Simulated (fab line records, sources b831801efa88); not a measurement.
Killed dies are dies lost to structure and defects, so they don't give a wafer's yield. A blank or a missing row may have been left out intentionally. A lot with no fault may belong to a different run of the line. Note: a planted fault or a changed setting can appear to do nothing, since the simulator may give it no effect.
fab line records    flow sfq_line
record: lots: 6  wafers: 18  last_day: 84
route steps=325 shown I0@50 M1@58
lots untouched by any fault: they come from a run of this same line in which no faults occurred
start_h: the number of hours between the record's first day and the start of the first shown wafer of the lot    wait_h: time in hours since the lot's previous step    " repeats the value in the row above    L1.1+2: a single row standing in for several wafers    - value missing, or start not given    * or withheld: withheld    < > ~ a bound
route shown NAME@n: NAME is a module with steps in the file, n the number in the route of the first one    usual: mean/standard deviation of fault-free wafers    same: alike in all rows    chamber/n: place in a boat    sites: per-site readings    _std_site: standard deviation across them    _edge_site: the outer-site mean with the inner-site mean subtracted    radius_mm: for every site, how far away it sits from the centre of the wafer    mask NAME#n: copy n    behind: the last tool/chamber to shape the wafer    hold: what put the lot on hold/how long, in hours/how the hold closed    device: names the non-switching transistor (n, p or np)    end of line: at the end of the route, the tests of the same wafers    a step given without rows: its recipe and nothing more    killed: at the first sort, the dies lost to defects and structure; wafer yield is something else    map: the dies of a wafer, with x for killed, . for not killed, _ for no die there
set.NAME: the setting as run; set.NAME@STEP: as run at that earlier step    model.NAME: the simulator's own value behind a step, which no gauge read
lots at selected steps of the route; one table per step, one row per wafer
services: a tool's chamber out of use, with start hour (start_h, from the record's first day; less than 0 if before it), hours out, and reason
== steps ==
step: SFQ_TRILAYER_I0_VIA_LITHO_EXPOSE_032
recipe: mask_id: I0  na: 0.6  source_shape: conventional  sigma_outer: 0.65  target_cd_nm: 500  dose_mj: 21.3
step: SFQ_TRILAYER_I0_VIA_LITHO_PEB_034
recipe: peb_temp_c: 115  peb_time_s: 60  resist: KrF
step: SFQ_TRILAYER_I0_VIA_LITHO_DEVELOP_033
recipe: time_s: 60  resist: KrF
step: SFQ_I0_OVL_MEAS_908
usual: I0_OVL: -4/5.1
lot.wafer  tool        chamber  start_h  wait_h  I0_OVL[nm]
L145.1     overlay-02  -        394.99   0.1     -2
L145.4     "           -        "        "       -2
L145.6     "           -        "        "       1
L148.1     overlay-01  -        432.19   0.1     -3
L148.4     "           -        "        "       -6
L148.5     "           -        "        "       -4
L149.3     overlay-01  -        444.20   0.1     -6
L149.4     "           -        "        "       -2
L149.6     "           -        "        "       -2
L156.1     overlay-01  -        512.90   0.1     -1
L156.3     "           -        "        "       -2
L156.4     "           -        "        "       -5
L157.2     overlay-01  -        514.10   0.1     2
L157.3     "           -        "        "       -1
L157.5     "           -        "        "       1
L161.3     overlay-01  -        518.91   0.1     -14
L161.4     "           -        "        "       -15
L161.5     "           -        "        "       -13
step: SFQ_TRILAYER_I0_VIA_BARC_OPEN_VIA_ETCH_046
recipe: mask_material: PR  chemistry: O2  target_depth_nm: 125  target: BARC  source_w: 500  bias_w: 80  pressure_mtorr: 30  time_s: 41.7
usual: drypump_motor_current_A: 5.7/0.44  oes_product_au: 0.686/0.0043
lot.wafer  tool         chamber  start_h  wait_h  drypump_motor_current_A  oes_product_au  rf_hours_counter_h
L145.1     rie_diel-01  1        395.02   0.0     5.1                      0.692           94
L145.4     "            0        "        "       5.8                      0.686           73
L145.6     "            0        "        "       5.8                      0.677           -
L148.1     rie_diel-02  1        432.22   0.0     5.7                      0.689           39
L148.4     "            2        "        "       5.6                      0.692           62
L148.5     "            2        "        "       5.6                      0.685           -
L149.3     rie_diel-01  1        444.22   0.0     5.1                      0.686           94
L149.4     "            2        "        "       5.1                      0.690           54
L149.6     "            1        "        "       5.1                      0.694           -
L156.1     rie_diel-02  3        512.93   0.0     5.9                      0.683           3
L156.3     "            1        "        "       5.7                      0.690           40
L156.4     "            0        "        "       6.1                      0.688           6
L157.2     rie_diel-04  1        514.13   0.0     6.2                      0.689           4
L157.3     "            2        "        "       5.0                      0.685           5
L157.5     "            2        "        "       5.0                      0.691           -
L161.3     rie_diel-01  1        518.93   0.0     5.1                      0.680           96
L161.4     "            0        "        "       5.8                      0.690           75
L161.5     "            2        "        "       5.1                      0.679           -
step: SFQ_TRILAYER_I0_VIA_ETCH_VIA_ETCH_034
recipe: target: SiO2  stop_on: Nb  mask_material: PR  taper_deg: 20  chemistry: CHF3  target_depth_nm: 260  source_w: 500  bias_w: 80  pressure_mtorr: 30  time_s: withheld
usual: drypump_motor_current_A: 5.7/0.44  oes_product_au: 0.859/0.0052
lot.wafer  tool         chamber  start_h  wait_h  drypump_motor_current_A  oes_product_au
L145.1     rie_diel-01  1        395.06   0.0     5.1                      0.864
L145.4     "            0        "        "       5.8                      0.849
L145.6     "            0        "        "       5.8                      0.857
L148.1     rie_diel-02  1        432.26   0.0     5.7                      0.858
L148.4     "            2        "        "       5.6                      0.856
L148.5     "            2        "        "       5.6                      0.851
L149.3     rie_diel-01  1        444.26   0.0     5.0                      0.861
L149.4     "            2        "        "       5.1                      0.854
L149.6     "            1        "        "       5.1                      0.856
L156.1     rie_diel-02  3        512.97   0.0     5.9                      0.863
L156.3     "            1        "        "       5.7                      0.855
L156.4     "            0        "        "       6.1                      0.856
L157.2     rie_diel-04  1        514.17   0.0     6.2                      0.862
L157.3     "            2        "        "       5.0                      0.860
L157.5     "            2        "        "       5.0                      0.862
L161.3     rie_diel-01  1        518.97   0.0     5.1                      0.864
L161.4     "            0        "        "       5.8                      0.862
L161.5     "            2        "        "       5.1                      0.856
step: SFQ_TRILAYER_I0_VIA_STRIP_STRIP_035
recipe: gas: O2  power_w: 200  platen_temp_c: 40  overash_fraction: 0.65  chemistry: O2  pressure_mtorr: 50
usual: drypump_motor_current_A: 6.0/0.46  oes_product_au: 0.995/0.0073
lot.wafer  tool          chamber  start_h  wait_h  drypump_motor_current_A  oes_product_au  rf_hours_counter_h
L145.1     rie_metal-03  0        395.17   -       5.1                      0.992           79
L145.4     "             1        "        "       6.0                      0.989           -
L145.6     "             0        "        "       5.1                      0.992           -
L148.1     rie_metal-02  1        432.37   -       5.5                      1.005           9
L148.4     "             0        "        "       6.7                      0.989           -
L148.5     "             0        "        "       6.7                      0.997           -
L149.3     rie_metal-02  1        444.57   -       5.4                      0.999           -
L149.4     "             0        "        "       6.6                      0.990           -
L149.6     "             1        "        "       5.4                      1.006           -
L156.1     rie_metal-03  0        513.09   -       5.1                      1.003           99
L156.3     "             0        "        "       5.2                      1.004           -
L156.4     "             1        "        "       6.0                      1.000           -
L157.2     rie_metal-01  0        514.29   -       5.9                      0.981           26
L157.3     "             1        "        "       6.1                      0.997           -
L157.5     "             0        "        "       5.9                      0.992           -
L161.3     rie_metal-02  0        519.29   -       6.7                      0.989           -
L161.4     "             1        "        "       5.4                      0.997           -
L161.5     "             0        "        "       6.7                      0.985           -
step: SFQ_TRILAYER_I0_VIA_STRIP_SOLV_CLEAN_036
recipe: chemistry: NMP  temp_c: 70  time_s: 600
step: SFQ_TRILAYER_M1_DEP_PRE_CLEAN_038
recipe: gas: Ar  time_s: 22.5  bias_v: 250
step: SFQ_TRILAYER_M1_DEP_SPUTTER_037
recipe: material: Nb  base_pressure_pa: 1.33e-06  chamber_pressure_pa: 0.1333  substrate_temp_c: 20  resputter_cathode_voltage_v: 400  target_thk_nm: 200  power_w: 2000  time_s: 133.3
usual: throttle_valve_pct: 30.0/1.1
lot.wafer  tool            chamber  start_h  wait_h  throttle_valve_pct
L145.1     pvd_sputter-06  -        395.98   0.0     28.9
L145.4     "               -        "        "       30.6
L145.6     "               -        "        "       29.1
L148.1     pvd_sputter-05  -        433.18   0.0     28.3
L148.4     "               -        "        "       30.6
L148.5     "               -        "        "       30.8
L149.3     pvd_sputter-05  -        445.18   0.0     30.5
L149.4     "               -        "        "       28.5
L149.6     "               -        "        "       31.0
L156.1     pvd_sputter-06  -        514.07   0.0     30.8
L156.3     "               -        "        "       30.7
L156.4     "               -        "        "       27.6
L157.2     pvd_sputter-03  -        515.09   0.0     30.8
L157.3     "               -        "        "       32.0
L157.5     "               -        "        "       29.7
L161.3     pvd_sputter-05  -        519.89   0.0     30.5
L161.4     "               -        "        "       30.7
L161.5     "               -        "        "       30.8
step: SFQ_M1_RS_MEAS_909
recipe: thk_meas_gauge: four-point-probe  reads: Nb_of_TRILAYER_M1_DEP_SPUTTER_037
usual: M1_NB_RS: 0.890/0.0098
lot.wafer  tool           chamber  start_h  wait_h  M1_NB_RS[ohm/sq]
L145.1     film_metro-03  -        396.07   0.0     0.896
L145.4     "              -        "        "       0.894
L145.6     "              -        "        "       0.900
L148.1     film_metro-03  -        433.27   0.0     0.889
L148.4     "              -        "        "       0.895
L148.5     "              -        "        "       0.891
L149.3     film_metro-02  -        445.31   0.1     0.884
L149.4     "              -        "        "       0.882
L149.6     "              -        "        "       0.892
L156.1     film_metro-03  -        514.16   0.0     0.907
L156.3     "              -        "        "       0.910
L156.4     "              -        "        "       0.900
L157.2     film_metro-03  -        515.20   0.1     0.872
L157.3     "              -        "        "       0.879
L157.5     "              -        "        "       0.872
L161.3     film_metro-04  -        520.02   0.1     0.878
L161.4     "              -        "        "       0.886
L161.5     "              -        "        "       0.881
step: SFQ_TRILAYER_M1_LITHO_COAT_044
recipe: resist: BARC  spin_rpm: 3000  resist_thk_nm: 62
usual: spin_speed_rpm: 3000.2/1.9
lot.wafer  tool            chamber  start_h  wait_h  spin_speed_rpm  model.BARC_of_TRILAYER_M1_LITHO_COAT_044.thk_nm
L145.1     litho_track-04  0        396.25   0.1     3000.7          61.82
L145.4     "               0        "        "       3003.2          62.01
L145.6     "               0        "        "       2999.3          61.88
L148.1     litho_track-01  0        433.45   0.1     2999.2          62.28
L148.4     "               0        "        "       2994.9          62.32
L148.5     "               0        "        "       2998.5          62.12
L149.3     litho_track-04  0        445.55   0.1     3002.1          61.9
L149.4     "               0        "        "       2999.3          61.96
L149.6     "               0        "        "       3003.5          61.99
L156.1     litho_track-04  0        514.34   0.1     2997.4          65.84
L156.3     "               0        "        "       2999.6          65.68
L156.4     "               0        "        "       3001.4          65.56
L157.2     litho_track-04  0        515.41   0.1     3000.6          65.73
L157.3     "               0        "        "       3001.0          65.71
L157.5     "               0        "        "       3001.5          65.84
L161.3     litho_track-03  0        520.26   0.1     3002.1          61.85
L161.4     "               0        "        "       3002.3          62.05
L161.5     "               0        "        "       3000.2          62.09
step: SFQ_TRILAYER_M1_LITHO_COAT_039
recipe: resist: KrF  spin_rpm: 3000  resist_thk_nm: 600
step: SFQ_TRILAYER_M1_LITHO_SOFTBAKE_043
recipe: temp_c: withheld  time_s: withheld  resist: KrF
step: SFQ_TRILAYER_M1_LITHO_EXPOSE_040
recipe: mask_id: M1  na: 0.6  source_shape: conventional  sigma_outer: 0.65  target_cd_nm: 500  dose_mj: 14.4
step: SFQ_TRILAYER_M1_LITHO_PEB_042
recipe: peb_temp_c: 115  peb_time_s: 60  resist: KrF
step: SFQ_TRILAYER_M1_LITHO_DEVELOP_041
recipe: time_s: 60  resist: KrF
step: SFQ_M1_OVL_MEAS_911
usual: M1_OVL: -2/5.2
lot.wafer  tool        chamber  start_h  wait_h  M1_OVL[nm]
L145.1     overlay-02  -        547.48   0.1     -6
L145.4     "           -        "        "       3
L145.6     "           -        "        "       -2
L148.1     overlay-01  -        584.36   0.1     3
L148.4     "           -        "        "       -1
L148.5     "           -        "        "       3
L149.3     overlay-01  -        596.37   0.1     -8
L149.4     "           -        "        "       -13
L149.6     "           -        "        "       -3
L156.1     overlay-01  -        661.29   0.1     -4
L156.3     "           -        "        "       1
L156.4     "           -        "        "       3
L157.2     overlay-02  -        662.49   0.1     1
L157.3     "           -        "        "       12
L157.5     "           -        "        "       -1
L161.3     overlay-01  -        672.22   0.1     2
L161.4     "           -        "        "       5
L161.5     "           -        "        "       5
step: SFQ_TRILAYER_M1_BARC_OPEN_METAL_ETCH_054
recipe: mask_material: PR  chemistry: O2  target_depth_nm: 125  target: BARC  icp_w: 600  bias_w: 80  pressure_mtorr: 10  time_s: 41.7
usual: drypump_motor_current_A: 5.8/0.5  oes_product_au: 0.684/0.0045
lot.wafer  tool          chamber  start_h  wait_h  drypump_motor_current_A  oes_product_au  rf_hours_counter_h  model.etch.depth_nm
L145.1     rie_metal-04  1        547.51   0.0     5.5                      0.691           154                 61.82
L145.4     "             1        "        "       5.5                      0.688           -                   62.01
L145.6     "             1        "        "       5.5                      0.686           -                   61.88
L148.1     rie_metal-02  0        584.40   0.0     6.7                      0.689           44                  62.28
L148.4     "             0        "        "       6.7                      0.680           -                   62.32
L148.5     "             1        "        "       5.4                      0.677           -                   62.12
L149.3     rie_metal-03  0        596.42   0.0     5.1                      0.684           -                   61.9
L149.4     "             1        "        "       6.0                      0.681           -                   61.96
L149.6     "             0        "        "       5.1                      0.676           -                   61.99
L156.1     rie_metal-04  1        661.32   0.0     5.5                      0.702           2                   65.84
L156.3     "             0        "        "       5.8                      0.701           -                   65.68
L156.4     "             1        "        "       5.5                      0.706           -                   65.56
L157.2     rie_metal-02  1        662.52   0.0     5.4                      0.701           44                  65.73
L157.3     "             0        "        "       6.7                      0.699           -                   65.71
L157.5     "             1        "        "       5.4                      0.704           -                   65.84
L161.3     rie_metal-04  0        672.27   0.0     5.8                      0.683           -                   61.85
L161.4     "             1        "        "       5.5                      0.680           -                   62.05
L161.5     "             0        "        "       5.8                      0.693           -                   62.09
step: SFQ_TRILAYER_M1_ETCH_METAL_ETCH_042
recipe: target: Nb  stop_on: SiO2  mask_material: PR  chemistry: Cl2/Ar  target_depth_nm: 240  icp_w: 600  bias_w: 80  pressure_mtorr: 10  time_s: 120
usual: drypump_motor_current_A: 5.8/0.5  oes_product_au: 0.894/0.0072
lot.wafer  tool          chamber  start_h  wait_h  drypump_motor_current_A  oes_product_au  rf_hours_counter_h
L145.1     rie_metal-04  1        547.57   0.0     5.5                      0.897           154
L145.4     "             1        "        "       5.5                      0.891           -
L145.6     "             1        "        "       5.5                      0.883           -
L148.1     rie_metal-02  0        584.46   0.0     6.7                      0.897           44
L148.4     "             0        "        "       6.7                      0.892           -
L148.5     "             1        "        "       5.4                      0.906           -
L149.3     rie_metal-03  0        596.50   0.1     5.1                      0.899           -
L149.4     "             1        "        "       6.0                      0.901           -
L149.6     "             0        "        "       5.1                      0.889           -
L156.1     rie_metal-04  1        661.38   0.0     5.5                      0.881           3
L156.3     "             0        "        "       5.8                      0.884           -
L156.4     "             1        "        "       5.5                      0.885           -
L157.2     rie_metal-02  1        662.58   0.0     5.4                      0.907           44
L157.3     "             0        "        "       6.7                      0.897           -
L157.5     "             1        "        "       5.4                      0.904           -
L161.3     rie_metal-04  0        672.35   0.1     5.8                      0.904           -
L161.4     "             1        "        "       5.5                      0.893           -
L161.5     "             0        "        "       5.8                      0.904           -
== services ==
tool            chamber  start_h  hours  kind
pvd_sputter-06  -        381.31   8.9    repair
rie_metal-04    -        404.26   1.4    pm
pvd_sputter-05  -        415.16   3.7    repair
rie_diel-02     3        418.14   7.9    repair
pvd_sputter-06  -        434.17   1.7    repair
rie_diel-01     0        434.55   2.8    repair
rie_diel-01     -        449.49   2.8    pm
pvd_sputter-05  -        462.43   3.4    repair
rie_diel-04     0        473.22   7.6    repair
rie_metal-03    -        489.50   0.7    repair
pvd_sputter-05  -        491.15   9.3    repair
rie_metal-03    -        515.26   28.1   pm
rie_diel-04     0        520.80   132.0  repair
pvd_sputter-06  -        543.13   4.0    repair
rie_metal-03    -        544.19   14.6   pm
rie_diel-01     3        545.50   5.8    repair
rie_diel-01     1        551.64   11.9   repair
pvd_sputter-05  -        568.54   0.5    repair
rie_diel-02     -        575.48   1.6    repair
rie_diel-01     1        579.77   24.6   repair
rie_diel-04     2        591.55   6.0    repair
pvd_sputter-05  -        597.66   110.0  repair
rie_diel-01     -        609.97   0.3    repair
rie_metal-02    0        620.53   4.3    repair
== key ==
first_sign: step: SFQ_TRILAYER_M1_BARC_OPEN_METAL_ETCH_054  reading: oes_product_au  direction: up  sigmas: 4  usual: 0.684  struck: 0.702
effect none on later readings
model_effect: step: SFQ_TRILAYER_M1_LITHO_COAT_044  value: BARC_of_TRILAYER_M1_LITHO_COAT_044.thk_nm  without: 62  struck: 65.73
model_effect: step: SFQ_TRILAYER_M1_BARC_OPEN_METAL_ETCH_054  value: etch.depth_nm  without: 62  struck: 65.73
met_at SFQ_TRILAYER_M1_LITHO_COAT_044
struck_wafers L156.1,L156.3,L156.4,L157.2,L157.3,L157.5
onset_between 445.55 514.34
fault: kind: process_parameter_drift  tool: litho_track-04  chamber: -  onset_h: 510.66  steps: SFQ_TRILAYER_M1_LITHO_COAT_044  channel: resist_thk_nm  offset: 3.7331  shape: step  end_h: 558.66  acts_in: these_recipes_only  stated: 62
